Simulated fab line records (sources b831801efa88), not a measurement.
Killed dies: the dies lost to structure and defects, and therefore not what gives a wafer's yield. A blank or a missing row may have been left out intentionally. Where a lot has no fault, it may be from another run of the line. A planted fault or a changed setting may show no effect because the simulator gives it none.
A struck lot beside a sound one	flow sky130	21 out of 708 route steps
Sound: the wafers L563.1, L563.3, L563.5. The struck wafers were L552.2, L552.4, L552.5. At the end, the cause is stated.
Per side, at each step with rows, come the tool, then ch with its chambers, and then its first start. Under that, the readings that differ: sound wafers	struck wafers	difference of the means	sigmas: that difference in standard deviations of wafers without a fault.
alike: a reading whose means differ by less than 2 such deviations, as well as words and numbers matching on both sides. not compared: withheld readings; readings where some wafer has no value; bounds like >300 that might hide an equal value; numbers whose values overlap and for which the record gives no deviation.
The two part at a step that has a row with sigmas, a row that says differs or no value, or rows on one side only. Numbers that don't overlap but have no deviation are shown without sigmas and don't part them. A reading missing from all wafers of one side parts the sides only when that side holds two or more wafers.

SKY_POLY_GATE_CD_MEAS_22:
  sound on cd-sem-01, day 22 12:02; struck on cd-sem-01, day 18 13:11
  alike: cd-nm
then, 7 steps without rows for these wafers: SKY_LDD_N_DEHYDRATE_00 (time 60 s); SKY_LDD_N_HMDS_01 (prime time 60 s); SKY_LDD_N_COAT_02 (resist thk 300 nm); SKY_LDD_N_SOFTBAKE_03 (time 60 s); SKY_LDD_N_EXPOSE_04 (exposes mask NTM, target cd 840 nm); SKY_LDD_N_PEB_05; SKY_LDD_N_DEVELOP_06 (develop time 60 s).
SKY_LDD_N_OVL_MEAS_07:
  sound on overlay-02, day 23 18:07; struck on overlay-02, day 19 20:14
reading	sound	struck	difference	sigmas
LDD_N_OVL (nm)	3.2 3.4 4.5	0.7 -2.2 0.3	-4.1	-3
then, 3 steps without rows for these wafers: SKY_LDD_N_IMPLANT_08; SKY_LDD_N_IMPLANT_09; SKY_LDD_N_IMPLANT_10.
SKY_LDD_N_IMPLANT_11:
  sound on implanter-02 ch 0, day 23 18:36; struck on implanter-01 ch 0, day 19 21:04
  alike: rotation-deg
then, 4 steps without rows for these wafers: SKY_LDD_N_IMPLANT_12; SKY_LDD_N_IMPLANT_13; SKY_LDD_N_IMPLANT_14; SKY_LDD_N_IMPLANT_15.
SKY_LDD_N_STRIP_16: strips in O2/N2.
  sound on plasma-asher-01 ch 0,1, day 23 19:21; struck on plasma-asher-01 ch 0,1, day 19 21:47
reading	sound	struck	difference	sigmas
strip-time-to-endpoint-s (s)	4.284 4.294 4.293	4.516 4.538 4.522	+0.235	+13
  alike: chamber-pressure-mTorr, drypump-motor-current-A, o2-flow-sccm, oes-product-au
  not compared: rf-hours-counter-h
SKY_LDD_N_TW_MEAS_17:
  sound on film-metro-02, day 23 19:27; struck on film-metro-04, day 19 21:54
reading	sound	struck	difference	sigmas
LDD_N_TW	2630 2622 2619	2700 2704 2688	+74	+3
then, 1 step without rows for these wafers: SKY_LDD_P_DEHYDRATE_00 (time 60 s).
-- record jumps: 28 days separate the struck wafers' starts on either side; left off in module LDD_P, taken up again in module PAD_OPEN, whose first shown step is the route's number 708 --
SKY_PAD_OPEN_PROBE_99:
  sound on prober-02, day 50 00:15; struck on prober-01, day 47 15:24
reading	sound	struck	difference	sigmas
model.etest.tip-n.rs-ohm-sq	445.5 444.7 444.6	387.9 390.4 392.4	-54.7	
model.etest.nfet_01v8_lvt.vt-sat-v (V)	0.5373 0.53 0.5331	0.507 0.5104 0.5159	-0.022	
model.etest.nfet_01v8_turned.vt-sat-v (V)	0.6471 0.6403 0.6411	0.6205 0.6259 0.626	-0.0187	
model.etest.nfet_01v8.vt-sat-v (V)	0.6424 0.6431 0.6346	0.6238 0.6299 0.6312	-0.0117	
  alike: killed_at_M0_to_M3, killed_at_M4_up, killed-at-contacts, killed-at-front-end, killed-at-other, killed-dies, killed-open, killed-short

## WHERE THEY PART
Earliest at SKY_LDD_N_OVL_MEAS_07; latest, in this record, at SKY_LDD_N_TW_MEAS_17. Later steps at which nothing parts them and some readings are alike: SKY_PAD_OPEN_PROBE_99.

WHY: whatever the simulator had introduced
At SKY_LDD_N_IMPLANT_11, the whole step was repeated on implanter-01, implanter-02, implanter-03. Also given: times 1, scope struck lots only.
